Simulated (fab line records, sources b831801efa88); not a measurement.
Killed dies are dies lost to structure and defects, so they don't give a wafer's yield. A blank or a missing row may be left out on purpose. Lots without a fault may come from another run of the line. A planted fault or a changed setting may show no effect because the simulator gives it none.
fab line records | flow sky130
record lots=6 wafers=18 last_day=50
route steps=708 shown METAL1@454 VIA1@458 PAD_OPEN@708
lots that met no fault: from a run of the same line without faults
start_h: hours from the record's first day to the start of the lot's first wafer shown | wait_h: hours since the lot's step before | " the same as in the row above | L1.1+2: a row that stands for several wafers | - no value, or no start given | * or withheld: withheld | < > ~ a bound
route shown NAME@n: a module of which the file shows steps, and the number in the route of the first | usual: mean/standard deviation of fault-free wafers | same: alike in all rows | chamber/n: place in a boat | sites: the reading at each site | _std_site: their standard deviation | _edge_site: outer sites' mean less inner sites' | radius_mm: how far each site lies from the wafer's centre | mask NAME#n: copy n | behind: the tool/chamber that last shaped the wafer | hold: why the lot was held/for how many hours/how that ended | device: the transistor (n, p or np) that didn't switch | end of line: the same wafers' tests at the end of the route | a step without rows: its recipe alone | killed: dies lost to structure and defects at the first sort, not the wafer's yield | map: a wafer's dies, x killed, . not, _ none there
set.NAME: the setting as run; set.NAME@STEP: as run at that earlier step | model.NAME: the simulator's own value behind a step, which no gauge read
lots at some steps of the route; a table a step, a row a wafer
services: from which hour (start_h, from the record's first day; less than 0 if before it) a tool's chamber was out of use, for how many hours, and why
## steps
# step SKY_METAL1_STRIP_20
# recipe chemistry=O2/N2 power_w=1400 pressure_mtorr=1500 platen_temp_c=withheld o2_flow_sccm=3000 n2_flow_sccm=300 overash_fraction=0.5
# usual drypump_motor_current_A=5.6/0.32 oes_product_au=0.344/0.005 strip_time_to_endpoint_s=2.73/0.046
# same overash_fraction=0.5
# columns lot.wafer tool chamber start_h wait_h drypump_motor_current_A oes_product_au rf_hours_counter_h strip_time_to_endpoint_s
L903.1 plasma_asher-04 1 763.75 0.1 5.6 0.344 32 2.64
L903.2 " 0 " " 5.3 0.339 32 2.76
L903.6 " 1 " " 5.6 0.347 - 2.73
L910.1 plasma_asher-04 0 830.38 0.1 5.3 0.339 39 2.65
L910.3 " 0 " " 5.3 0.346 - 2.69
L910.5 " 0 " " 5.3 0.332 - 2.65
L913.1 plasma_asher-04 0 849.58 0.1 5.3 0.338 41 2.67
L913.3 " 0 " " 5.3 0.345 - 2.78
L913.6 " 1 " " 5.6 0.342 - 2.64
L916.2 plasma_asher-02 1 870.28 0.1 6.1 0.349 111 2.68
L916.3 " 0 " " 6.0 0.351 - 2.79
L916.5 " 1 " " 6.1 0.343 - 2.70
L921.2 plasma_asher-02 1 901.13 0.1 6.1 0.344 114 2.79
L921.3 " 1 " " 6.1 0.343 - 2.69
L921.4 " 0 " " 6.0 0.350 - 2.79
L923.1 plasma_asher-04 1 920.33 0.1 5.6 0.348 48 2.74
L923.3 " 1 " " 5.6 0.345 - 2.72
L923.6 " 1 " " 5.6 0.344 - 2.74
# step SKY_METAL1_STRIP_21
# recipe chemistry=post_etch_residue_remover time_s=1200 temp_c=72.5
# step SKY_METAL1_CLEAN_22
# recipe chemistry=IPA time_s=180 temp_c=25
# step SKY_METAL1_CLEAN_23
# recipe chemistry=O3/DIW dry=n2_spin
# step SKY_VIA1_HDPCVD_00
# recipe material=SiO2 target_thk_nm=1030 sigma_open_frac=0.3 time_s=171.7 temp_c=400 sih4_flow_sccm=60 pressure_mtorr=6
# step SKY_VIA1_THK_MEAS_01
# recipe reads=SiO2_of_VIA1_HDPCVD_00
# usual VIA1_HDPCVD_THK=1029/11
# columns lot.wafer tool chamber start_h wait_h VIA1_HDPCVD_THK[nm]
L903.1 film_metro-02 - 764.45 0.1 1019
L903.2 " - " " 1009
L903.6 " - " " 1024
L910.1 film_metro-02 - 831.45 0.1 1035
L910.3 " - " " 1009
L910.5 " - " " 1019
L913.1 film_metro-02 - 850.28 0.1 1026
L913.3 " - " " 1035
L913.6 " - " " 1034
L916.2 film_metro-03 - 871.01 0.1 1019
L916.3 " - " " 1032
L916.5 " - " " 1045
L921.2 film_metro-02 - 901.86 0.1 1014
L921.3 " - " " 1009
L921.4 " - " " 1011
L923.1 film_metro-04 - 921.38 0.1 1043
L923.3 " - " " 1038
L923.6 " - " " 1024
# step SKY_VIA1_CMP_02
# recipe material=SiO2 down_force_psi=4 platen_rpm=60 pad_velocity_m_s=0.94248
# usual motor_current_A=12.2/1
# columns lot.wafer tool chamber start_h wait_h motor_current_A
L903.2 cmp-02 1 764.56 0.1 12.1
L903.1 " 2 " " 13.3
L903.6 " 0 " " 12.3
L910.1 cmp-02 0 831.51 0.1 12.6
L910.3 " 1 " " 12.0
L910.5 " 0 " " 12.6
L913.1 cmp-01 2 850.70 0.4 13.1
L913.3 " 3 " " 10.8
L913.6 " 1 " " 11.7
L916.2 cmp-01 0 871.06 0.0 12.7
L916.3 " 1 " " 11.0
L916.5 " 1 " " 12.0
L921.2 cmp-02 2 901.91 0.0 12.6
L921.3 " 3 " " 11.9
L921.4 " 1 " " 11.5
L923.1 cmp-02 0 921.54 0.1 12.7
L923.3 " 1 " " 12.3
L923.6 " 3 " " 12.0
# step SKY_VIA1_BOW_MEAS_03
# recipe mode=bow
# usual VIA1_BOW=81/6.8
# columns lot.wafer tool chamber start_h wait_h VIA1_BOW[um]
L903.1 film_metro-02 - 764.81 0.1 83
L903.2 " - " " 70
L903.6 " - " " 88
L910.1 film_metro-04 - 831.81 0.2 85
L910.3 " - " " 89
L910.5 " - " " 89
L913.1 film_metro-04 - 850.95 0.2 93
L913.3 " - " " 93
L913.6 " - " " 82
L916.2 film_metro-04 - 871.38 0.3 73
L916.3 " - " " 72
L916.5 " - " " 73
L921.2 film_metro-03 - 902.23 0.3 88
L921.3 " - " " 80
L921.4 " - " " 89
L923.1 film_metro-03 - 921.74 0.1 83
L923.3 " - " " 79
L923.6 " - " " 79
# step SKY_VIA1_DEHYDRATE_04
# recipe temp_c=200 time_s=60
# step SKY_VIA1_HMDS_05
# recipe prime_time_s=60 prime_temp_c=120
# step SKY_VIA1_COAT_06
# recipe resist=BARC temp_c=withheld time_s=withheld spin_rpm=3000 resist_thk_nm=60
# step SKY_VIA1_COAT_07
# recipe resist=KrF-thick spin_rpm=3000 resist_thk_nm=450
# step SKY_VIA1_SOFTBAKE_08
# recipe temp_c=100 time_s=90 resist=KrF-thick
# usual heater_power_total_W=57.35/0.11 resist_line_temp_C=23.00/0.11 run_length_s=119.27/0.16
# columns lot.wafer tool chamber start_h wait_h heater_power_total_W resist_line_temp_C run_length_s
L903.1 litho_track-04 0 778 - 57.37 23.06 119.44
L903.2 " 0 " " 57.53 23.00 119.44
L903.6 " 0 779 - 57.37 23.01 119.42
L910.1 litho_track-02 0 845 - 61.67 23.06 101.33
L910.3 " 0 " " 61.86 23.02 101.42
L910.5 " 0 " " 61.89 23.05 101.53
L913.1 litho_track-02 0 864 - 61.74 23.15 101.62
L913.3 " 0 " " 61.71 23.12 101.42
L913.6 " 0 " " 61.50 23.08 101.65
L916.2 litho_track-04 0 883 - 57.39 23.01 119.46
L916.3 " 0 " " 57.39 22.85 119.25
L916.5 " 0 " " 57.53 22.88 119.32
L921.2 litho_track-04 0 915 - 57.60 23.12 119.39
L921.3 " 0 " " 57.34 23.10 119.24
L921.4 " 0 " " 57.45 22.98 119.47
L923.1 litho_track-02 0 933 - 57.55 23.00 119.20
L923.3 " 0 " " 57.43 22.87 119.28
L923.6 " 0 " " 57.31 23.01 119.39
# step SKY_VIA1_EXPOSE_09
# recipe mask_id=VIM na=0.8 source_shape=annular sigma_inner=0.55 sigma_outer=0.85 target_cd_nm=150 dose_mj=38.46
# step SKY_PAD_OPEN_PROBE_99
# usual defect_limited_yield=81.8/2 killed_at_M0_to_M3=44/7.5 killed_at_M4_up=3.3/1.8 killed_at_contacts=25/5.9 killed_at_front_end=16/4.7 killed_at_other=0.3/0.52 killed_dies=89/9.9 killed_open=49/7.8 killed_short=40/5.8 sort_bin_3_pad_short=0.9/0.43 sort_bin_5_function=10.8/1.5 sort_bin_6_memory=6.4/1.1 sort_n_pass=403/9.9 sort_yield_pct=81.8/2
# same gross_dies=492 killed_at_back_side=0 sort_bin_4_leakage[%]=0 sort_bin_8_speed[%]=0
# columns lot.wafer tool chamber start_h wait_h defect_limited_yield[%] killed_at_M0_to_M3 killed_at_M4_up killed_at_contacts killed_at_front_end killed_at_other killed_dies killed_open killed_short sort_bin_3_pad_short[%] sort_bin_5_function[%] sort_bin_6_memory[%] sort_n_pass sort_yield_pct[%]
L913.1 prober-02 - 1141.81 0.1 86.6 30 3 16 17 0 66 37 29 0.6 9.6 3.3 426 86.6
L913.3 prober-02 - 1141.91 0.2 82.3 45 8 22 12 0 87 51 36 1.2 10.0 6.5 405 82.3
L913.6 prober-02 - 1142.06 0.2 83.3 44 6 14 17 1 82 48 34 0.2 10.4 6.1 410 83.3
L921.2 prober-01 - 1176.69 0.1 84.1 45 4 17 11 1 78 45 33 0.6 9.1 6.1 414 84.1
L921.3 prober-01 - 1176.74 0.2 82.1 50 2 27 9 0 88 47 41 0.6 11.6 5.7 404 82.1
L921.4 prober-01 - 1176.79 0.2 81.5 41 3 30 17 0 91 50 41 1.0 10.4 7.1 401 81.5
L923.1 prober-01 - 1188.50 0.1 81.9 48 6 20 15 0 89 45 44 1.2 11.2 5.7 403 81.9
L923.3 prober-01 - 1188.60 0.2 81.7 38 3 37 11 1 90 45 44 0.6 10.6 7.1 402 81.7
L923.6 prober-01 - 1188.75 0.2 84.1 36 1 24 17 0 78 44 33 0.6 10.0 5.3 414 84.1
# killed by level:class
L913.1 FIELD_ISO:geometric_particle:open=7 VIA2:geometric_particle:open=7 LI_CONTACT:geometric_particle:open=6 VIA3:geometric_particle:open=5 FIELD_ISO:geometric_particle:short=4 METAL2:geometric_particle:short=4 CONTACT:geometric_particle:open=4 VIA1:geometric_particle:open=4
L913.3 VIA3:geometric_particle:open=9 METAL2:geometric_particle:short=8 VIA1:geometric_particle:open=7 LI_CONTACT:geometric_particle:open=6 CONTACT:geometric_particle:open=6 METAL4:geometric_particle:short=5 POLY_GATE:geometric_particle:open=5 VIA2:geometric_particle:open=5
L913.6 VIA1:geometric_particle:open=11 VIA3:geometric_particle:open=7 METAL4:geometric_particle:short=6 CONTACT:geometric_particle:open=6 METAL2:geometric_particle:short=6 POLY_GATE:geometric_particle:open=5 POLY_GATE:geometric_particle:short=5 LI_CONTACT:geometric_particle:open=5
L921.2 VIA1:geometric_particle:open=15 CONTACT:geometric_particle:open=8 METAL1:geometric_particle:short=6 METAL2:geometric_particle:short=6 VIA1:geometric_particle:short=5 FIELD_ISO:geometric_particle:short=3 FIELD_ISO:geometric_particle:open=3 LI_CONTACT:geometric_particle:open=3
L921.3 LI_CONTACT:geometric_particle:open=11 VIA1:geometric_particle:open=10 VIA1:geometric_particle:short=10 LOCAL_INTERCONNECT:geometric_particle:short=7 CONTACT:geometric_particle:open=6 METAL1:geometric_particle:short=6 VIA3:geometric_particle:open=6 VIA2:geometric_particle:open=6
L921.4 CONTACT:geometric_particle:open=11 VIA1:geometric_particle:open=11 LI_CONTACT:geometric_particle:open=9 POLY_GATE:geometric_particle:short=7 METAL2:geometric_particle:short=7 LOCAL_INTERCONNECT:geometric_particle:short=6 VIA2:geometric_particle:open=6 FIELD_ISO:geometric_particle:short=4
L923.1 VIA1:geometric_particle:open=11 METAL2:geometric_particle:short=9 CONTACT:geometric_particle:open=8 VIA1:geometric_particle:short=7 FIELD_ISO:geometric_particle:short=6 VIA2:geometric_particle:open=6 METAL1:geometric_particle:short=5 VIA3:geometric_particle:open=5
L923.3 LI_CONTACT:geometric_particle:open=13 CONTACT:geometric_particle:open=9 VIA2:geometric_particle:open=8 CONTACT:geometric_particle:short=5 SPACER:geometric_particle:short=4 LI_CONTACT:geometric_particle:short=4 VIA3:geometric_particle:open=4 METAL1:geometric_particle:short=4
L923.6 LI_CONTACT:geometric_particle:open=8 CONTACT:geometric_particle:open=8 POLY_GATE:geometric_particle:open=7 VIA2:geometric_particle:open=7 METAL2:geometric_particle:short=7 VIA1:geometric_particle:short=6 VIA1:geometric_particle:open=5 VIA3:geometric_particle:short=4
## services
# columns tool chamber start_h hours kind
cmp-01 - 744.00 4.0 pm
cmp-01 - 746.99 3.1 repair
cmp-01 - 748.00 - consumable_replace:conditioner
cmp-01 - 748.00 - consumable_replace:pad
plasma_asher-02 - 757.55 0.7 repair
litho_track-02 - 788.65 - consumable_replace:filter
cmp-02 - 848.60 5.0 pm
cmp-01 - 880.59 1.3 repair
cmp-02 - 912.37 4.0 pm
plasma_asher-02 - 913.48 23.6 repair
cmp-02 - 914.12 1.3 repair
cmp-02 - 916.37 - consumable_replace:conditioner
cmp-02 - 916.37 - consumable_replace:pad
## key
first_sign step=SKY_VIA1_SOFTBAKE_08 reading=run_length_s direction=down sigmas=99+ usual=* struck=*
effect step=SKY_VIA1_SOFTBAKE_08 reading=heater_power_total_W direction=up sigmas=39 usual=* struck=*
met_at SKY_VIA1_SOFTBAKE_08
struck_wafers L910.1,L910.3,L910.5,L913.1,L913.3,L913.6
loop_trim step=SKY_VIA1_EXPOSE_09 setting=dose lots=L913
fault kind=process_parameter_drift tool=litho_track-02 chamber=- onset_h=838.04 steps=SKY_VIA1_SOFTBAKE_08 channel=time_s offset=* shape=step end_h=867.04 acts_in=* stated=*
# loop_trim: a control loop set the setting to another value than it would have without faults
